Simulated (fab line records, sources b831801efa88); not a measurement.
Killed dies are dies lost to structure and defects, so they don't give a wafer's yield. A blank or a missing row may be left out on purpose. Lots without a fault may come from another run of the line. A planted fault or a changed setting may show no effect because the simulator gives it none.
Which tool did it? | flow sky130 | 14 lots, 42 wafers sampled, at 3 steps of a route of 708

WHAT THE GAUGES READ, wafer by wafer
The record holds no reading of a measuring or inspecting step that can be judged against a usual standard deviation.

WHICH TOOL RAN EACH LOT (tool, then ch and the chambers of the sampled wafers, then the start)
lot  | SKY_METAL2_DESCUM_17              | SKY_VIA2_DEVELOP_11               | SKY_VIA2_SPUTTER_20
L891 | rie_metal-03 ch 0,1, day 34 13:11 | litho_track-01 ch 0, day 35 16:00 | pvd_sputter-04, day 35 17:42
L892 | rie_metal-01 ch 0,1, day 35 02:43 | litho_track-02 ch 0, day 36 06:00 | pvd_sputter-04, day 36 07:23
L893 | rie_metal-03 ch 0,1, day 35 14:20 | litho_track-02 ch 0, day 36 18:00 | pvd_sputter-02, day 36 19:07
L894 | rie_metal-02 ch 0,1, day 35 17:26 | litho_track-02 ch 0, day 36 20:00 | pvd_sputter-02, day 36 21:36
L895 | rie_metal-03 ch 0,1, day 36 10:43 | litho_track-02 ch 0, day 37 14:00 | pvd_sputter-03, day 37 15:23
L897 | rie_metal-03 ch 0,1, day 36 22:39 | litho_track-02 ch 0, day 38 01:00 | pvd_sputter-03, day 38 02:32
L898 | rie_metal-03 ch 0,1, day 37 05:17 | litho_track-02 ch 0, day 38 07:00 | pvd_sputter-02, day 38 08:40
L899 | rie_metal-02 ch 0,1, day 37 12:36 | litho_track-04 ch 0, day 38 15:00 | pvd_sputter-03, day 38 16:42
L903 | rie_metal-03 ch 0,1, day 39 07:57 | litho_track-02, day 40 10:00      | pvd_sputter-04, day 40 11:14
L904 | rie_metal-01 ch 0,1, day 40 00:00 | litho_track-01, day 41 01:00      | pvd_sputter-03, day 41 02:38
L906 | rie_metal-02 ch 0,1, day 40 16:12 | litho_track-02 ch 0, day 41 16:00 | pvd_sputter-04, day 41 17:05
L907 | rie_metal-03 ch 0,1, day 40 16:32 | litho_track-04 ch 0, day 41 17:00 | pvd_sputter-04, day 41 18:15
L913 | rie_metal-01 ch 0, day 42 03:29   | litho_track-04 ch 0, day 43 03:00 | pvd_sputter-04, day 43 04:38
L914 | rie_metal-02 ch 0,1, day 42 15:45 | litho_track-02 ch 0, day 43 15:00 | pvd_sputter-03, day 43 16:44
- SKY_METAL2_DESCUM_17: chemistry O2, time 8 s.
- SKY_VIA2_DEVELOP_11: develop time 60 s.
- SKY_VIA2_SPUTTER_20: material TiN, target thk 20 nm, time 80 s.

WHAT THE TOOLS THEMSELVES READ (means of the sampled wafers that have a number; where no wafer has one, the mark that the record gives instead)
SKY_METAL2_DESCUM_17. Usual: drypump_motor_current_A 5.97 A, standard deviation 0.3; oes_product_au 1.003 a.u., standard deviation 0.012; temp_c 40.01 C, standard deviation 0.11.
lot  | tool         | drypump_motor_current_A (A) | oes_product_au (a.u.) | temp_c (C) | flag
L891 | rie_metal-03 | 5.97                        | 1.016                 | 40.04      |
L892 | rie_metal-01 | 6.17                        | 1.007                 | 39.93      |
L893 | rie_metal-03 | 6.01                        | 1.017                 | 40.09      |
L894 | rie_metal-02 | 6.05                        | 0.999                 | 40.01      |
L895 | rie_metal-03 | 6.00                        | 1.018                 | 40.03      |
L897 | rie_metal-03 | 6.02                        | 1.010                 | 39.89      |
L898 | rie_metal-03 | 6.01                        | 1.016                 | 39.96      |
L899 | rie_metal-02 | 6.02                        | 1.000                 | 39.94      |
L903 | rie_metal-03 | 5.81                        | 1.012                 | 39.98      |
L904 | rie_metal-01 | 5.97                        | 0.989                 | 40.04      |
L906 | rie_metal-02 | 5.87                        | 1.002                 | 39.88      |
L907 | rie_metal-03 | 6.01                        | 1.015                 | 40.01      |
L913 | rie_metal-01 | 6.38                        | 1.002                 | 40.01      |
L914 | rie_metal-02 | 5.87                        | 0.993                 | 40.06      |

SKY_VIA2_DEVELOP_11. Usual: chill_plate_temp_C 22.98 C, standard deviation 0.089.
lot  | tool           | chill_plate_temp_C (C) | flag
L891 | litho_track-01 | 23.00                  |
L892 | litho_track-02 | 23.01                  |
L893 | litho_track-02 | 22.97                  |
L894 | litho_track-02 | 23.01                  |
L895 | litho_track-02 | 22.94                  |
L897 | litho_track-02 | 22.92                  |
L898 | litho_track-02 | 22.93                  |
L899 | litho_track-04 | 23.01                  |
L903 | litho_track-02 | -                      | OFF
L904 | litho_track-01 | -                      | OFF
L906 | litho_track-02 | 22.98                  |
L907 | litho_track-04 | 23.01                  |
L913 | litho_track-04 | 22.90                  |
L914 | litho_track-02 | 23.02                  |

SKY_VIA2_SPUTTER_20. Usual: throttle_valve_pct 29.8 %, standard deviation 1.
lot  | tool           | throttle_valve_pct (%) | flag
L891 | pvd_sputter-04 | 30.2                   |
L892 | pvd_sputter-04 | 29.7                   |
L893 | pvd_sputter-02 | 30.7                   |
L894 | pvd_sputter-02 | 30.1                   |
L895 | pvd_sputter-03 | 28.8                   |
L897 | pvd_sputter-03 | 29.5                   |
L898 | pvd_sputter-02 | 31.3                   |
L899 | pvd_sputter-03 | 29.6                   |
L903 | pvd_sputter-04 | 29.3                   |
L904 | pvd_sputter-03 | 29.4                   |
L906 | pvd_sputter-04 | 28.4                   |
L907 | pvd_sputter-04 | 30.0                   |
L913 | pvd_sputter-04 | 29.5                   |
L914 | pvd_sputter-03 | 29.2                   |

THE ANSWER, worked out from the rows above alone
Rule: a lot is off if the mean of its wafers that have a number lies more than 3 standard deviations from the usual mean. A lot without any number at a reading at which 4 lots or more have one is off too. The other lots that the step has rows for count as sound. The gauges are gone through in route order, then the tools' own readings, and for those a lot's mean is taken as printed above. The first step at which some lot is off is used, and at that step the reading that is off furthest; a lot without a number counts as furthest.
Off: L903, L904, at SKY_VIA2_DEVELOP_11 (chill_plate_temp_C). Without a number there: L903, L904.
A tool fits if, at that step or a process step before it, it ran every lot that is off, and no sound lot after the first of them. None of those tried fits.

WHAT THE SIMULATOR HAD PUT IN
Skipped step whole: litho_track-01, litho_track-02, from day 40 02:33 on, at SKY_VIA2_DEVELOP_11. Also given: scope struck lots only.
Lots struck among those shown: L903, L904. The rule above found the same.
